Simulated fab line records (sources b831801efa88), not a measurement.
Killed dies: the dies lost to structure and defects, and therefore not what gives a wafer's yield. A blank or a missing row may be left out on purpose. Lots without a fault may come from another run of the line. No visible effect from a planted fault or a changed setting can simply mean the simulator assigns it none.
What tool caused it? ; flow gf180mcu ; 11 lots, 33 wafers sampled, at 5 steps of a route of 602

## WHAT THE GAUGES READ, wafer by wafer
GF_V4_THK_MEAS_01. Usual: V4_CVD_00_THK gives 607 nm (standard deviation 7.2).
lot;measured;on;V4_CVD_00_THK (nm);flag
L356;day 23 09:49;filmMetro-03;612 600 617;
L358;day 24 07:47;filmMetro-01;613 614 609;
L359;day 24 16:07;filmMetro-04;619 608 605;
L360;day 25 07:26;filmMetro-01;607 594 609;
L361;day 25 11:17;filmMetro-04;600 615 599;
L363;day 26 04:00;filmMetro-04;611 607 607;
L364;day 26 13:11;filmMetro-01;601 591 603;
L365;day 26 17:44;filmMetro-01;608 607 606;
L373;day 29 10:08;filmMetro-01;610 601 605;
L377;day 30 10:56;filmMetro-01;602 604 604;
L378;day 30 13:58;filmMetro-03;596 596 602;

## TOOL THAT RAN EACH LOT (tool first, then ch and the chambers of the sampled wafers, then the start)
lot;GF_V3_CVD_23;GF_V3_CMP_26;GF_M4_METAL_ETCH_16;GF_M4_STRIP_17
L356;cvdW-02 ch 0,1, day 22 08:54;cmp-01 ch 0,2,3, day 22 09:17;rieMetal-02 ch 0, day 23 08:53;plasmaAsher-03 ch 0,1, day 23 09:06
L358;cvdW-02 ch 0,1, day 23 07:45;cmp-02 ch 1,2,3, day 23 08:06;rieMetal-02 ch 0, day 24 07:02;plasmaAsher-01 ch 0,1, day 24 07:10
L359;cvdW-01 ch 0,1, day 23 15:55;cmp-02 ch 1,2, day 23 16:15;rieMetal-02 ch 0,1, day 24 15:02;plasmaAsher-02 ch 0,1, day 24 15:10
L360;cvdW-01 ch 0,1, day 24 07:06;cmp-01 ch 0,2,3, day 24 07:27;rieMetal-03 ch 0, day 25 06:35;plasmaAsher-02 ch 0,1, day 25 06:43
L361;cvdW-02 ch 0,1, day 24 11:45;cmp-02 ch 0,1,2, day 24 12:09;rieMetal-02 ch 0,1, day 25 10:28;plasmaAsher-03 ch 0,1, day 25 10:36
L363;cvdW-01 ch 0,1, day 25 05:12;cmp-02 ch 0,1,2, day 25 05:36;rieMetal-03 ch 0,1, day 26 02:50;plasmaAsher-02 ch 0, day 26 02:58
L364;cvdW-02 ch 0,1, day 25 14:14;cmp-01 ch 0,1,3, day 25 14:31;rieMetal-03 ch 0,1, day 26 12:17;plasmaAsher-02 ch 0,1, day 26 12:25
L365;cvdW-02 ch 0,1, day 25 19:16;cmp-01 ch 1,2,3, day 25 19:31;rieMetal-01 ch 0,1, day 26 16:58;plasmaAsher-02 ch 0,1, day 26 17:05
L373;cvdW-02 ch 0,1, day 28 11:43;cmp-01 ch 1,2, day 28 12:08;rieMetal-02 ch 0,1, day 29 08:58;plasmaAsher-03 ch 0,1, day 29 09:05
L377;cvdW-02 ch 0,1, day 29 14:19;cmp-02 ch 1,2, day 29 14:37;rieMetal-01 ch 0,1, day 30 10:13;plasmaAsher-02 ch 0,1, day 30 10:20
L378;cvdW-01 ch 0,1, day 29 18:08;cmp-02 ch 2,3, day 29 18:26;rieMetal-01 ch 0, day 30 13:13;plasmaAsher-01 ch 0,1, day 30 13:20
- GF_V3_CVD_23: deposits W, target thk 350 nm, time 104.9 s.
- GF_V3_CMP_26: polishes, stops on SiO2, t overpolish 15 s, target thk 0 nm.
- GF_M4_METAL_ETCH_16: etches the open film in Cl2/BCl3, stops on SiO2, target depth 750.8 nm, time 125.1 s.
- GF_M4_STRIP_17: strips in O2/N2.

## AS READ BY THE TOOLS THEMSELVES (means over the sampled wafers that have a number; for cases with no such wafer, the mark the record gives instead)
GF_V3_CVD_23. Usual: heaterPowerW 796 W, standard deviation 69; susceptorTempC 400.03 C, standard deviation 0.21.
lot;tool;heaterPowerW (W);susceptorTempC (C);flag
L356;cvdW-02;764;400.05;
L358;cvdW-02;757;400.13;
L359;cvdW-01;889;399.96;
L360;cvdW-01;826;399.69;
L361;cvdW-02;763;400.03;
L363;cvdW-01;903;399.76;
L364;cvdW-02;766;399.87;
L365;cvdW-02;772;400.15;
L373;cvdW-02;786;400.14;
L377;cvdW-02;774;400.07;
L378;cvdW-01;824;399.99;

GF_V3_CMP_26. Usual: motorCurrentA 10.7 A, standard deviation 0.9; overpolishRunS 15.001 s, standard deviation 0.0096; platenRpm 60.00 rpm, standard deviation 0.04; timeToEndpointS 86 s, standard deviation 3.2.
lot;tool;motorCurrentA (A);overpolishRunS (s);platenRpm (rpm);timeToEndpointS (s);flag
L356;cmp-01;10.9;15.002;60.06;81;
L358;cmp-02;10.8;15.000;59.99;86;
L359;cmp-02;11.1;15.006;60.02;88;
L360;cmp-01;10.9;15.002;59.99;84;
L361;cmp-02;10.9;15.000;60.02;87;
L363;cmp-02;11.1;14.996;60.02;84;
L364;cmp-01;10.8;15.008;60.04;82;
L365;cmp-01;10.7;15.005;60.00;84;
L373;cmp-01;11.9;14.999;60.00;86;
L377;cmp-02;11.6;15.007;60.03;89;
L378;cmp-02;10.4;15.007;59.97;90;

GF_M4_METAL_ETCH_16. Usual: bcl3FlowSccm 39.99 sccm, standard deviation 0.12; drypumpMotorCurrentA 5.7 A, standard deviation 0.34; oesProductAu 0.988 a.u., standard deviation 0.008; throttleValvePct 28.233 %, standard deviation 0.013.
lot;tool;bcl3FlowSccm (sccm);drypumpMotorCurrentA (A);oesProductAu (a.u.);throttleValvePct (%);flag
L356;rieMetal-02;39.93;5.5;0.993;28.235;
L358;rieMetal-02;40.05;5.5;0.991;28.223;
L359;rieMetal-02;39.99;5.5;0.991;28.227;
L360;rieMetal-03;39.95;6.0;0.986;28.231;
L361;rieMetal-02;40.04;5.5;0.982;28.246;
L363;rieMetal-03;39.97;5.9;0.984;28.240;
L364;rieMetal-03;39.96;5.9;0.981;28.239;
L365;rieMetal-01;39.96;6.0;0.998;28.219;
L373;rieMetal-02;40.12;5.5;0.993;28.223;
L377;rieMetal-01;40.15;6.0;0.993;28.223;
L378;rieMetal-01;39.98;6.3;0.997;28.223;

GF_M4_STRIP_17. Usual: drypumpMotorCurrentA 5.8 A, standard deviation 0.41; heaterPowerW 323 W, standard deviation 21; oesProductAu 0.537 a.u., standard deviation 0.0056; stripTimeToEndpointS 7.39 s, standard deviation 0.074.
lot;tool;drypumpMotorCurrentA (A);heaterPowerW (W);oesProductAu (a.u.);stripTimeToEndpointS (s);flag
L356;plasmaAsher-03;5.4;324;0.534;7.30;
L358;plasmaAsher-01;6.0;345;0.535;7.32;
L359;plasmaAsher-02;6.0;309;0.539;7.40;
L360;plasmaAsher-02;5.9;302;0.538;7.42;
L361;plasmaAsher-03;5.4;327;0.541;7.45;
L363;plasmaAsher-02;6.2;315;0.541;7.42;
L364;plasmaAsher-02;5.9;301;0.536;7.46;
L365;plasmaAsher-02;6.1;311;0.528;7.29;
L373;plasmaAsher-03;5.3;321;0.521;7.00;OFF
L377;plasmaAsher-02;5.9;307;0.533;7.26;
L378;plasmaAsher-01;6.0;346;0.534;7.28;

## THE ANSWER, worked out from the rows above alone
Rule: a lot counts as off when the mean over its wafers that have a number is more than 3 standard deviations away from the usual mean. Also off: a lot with no number at a reading for which 4 or more lots have one. All remaining lots with rows at the step are treated as sound. First the gauges in route order, then the tools' own readings, where a lot's mean is used as printed above. At the first step where some lot is off, the reading lying furthest off is the one used; lots without a number count as furthest.
Off at GF_M4_STRIP_17 (stripTimeToEndpointS): L373.
If a tool, at that step or one of the process steps before it, ran each lot that is off and ran no sound lot following the first of them, it fits. Can't be told from this: 3 tools fit, cmp-01 at GF_V3_CMP_26, rieMetal-02 at GF_M4_METAL_ETCH_16, plasmaAsher-03 at GF_M4_STRIP_17.

## WHAT WAS PUT IN BY THE SIMULATOR
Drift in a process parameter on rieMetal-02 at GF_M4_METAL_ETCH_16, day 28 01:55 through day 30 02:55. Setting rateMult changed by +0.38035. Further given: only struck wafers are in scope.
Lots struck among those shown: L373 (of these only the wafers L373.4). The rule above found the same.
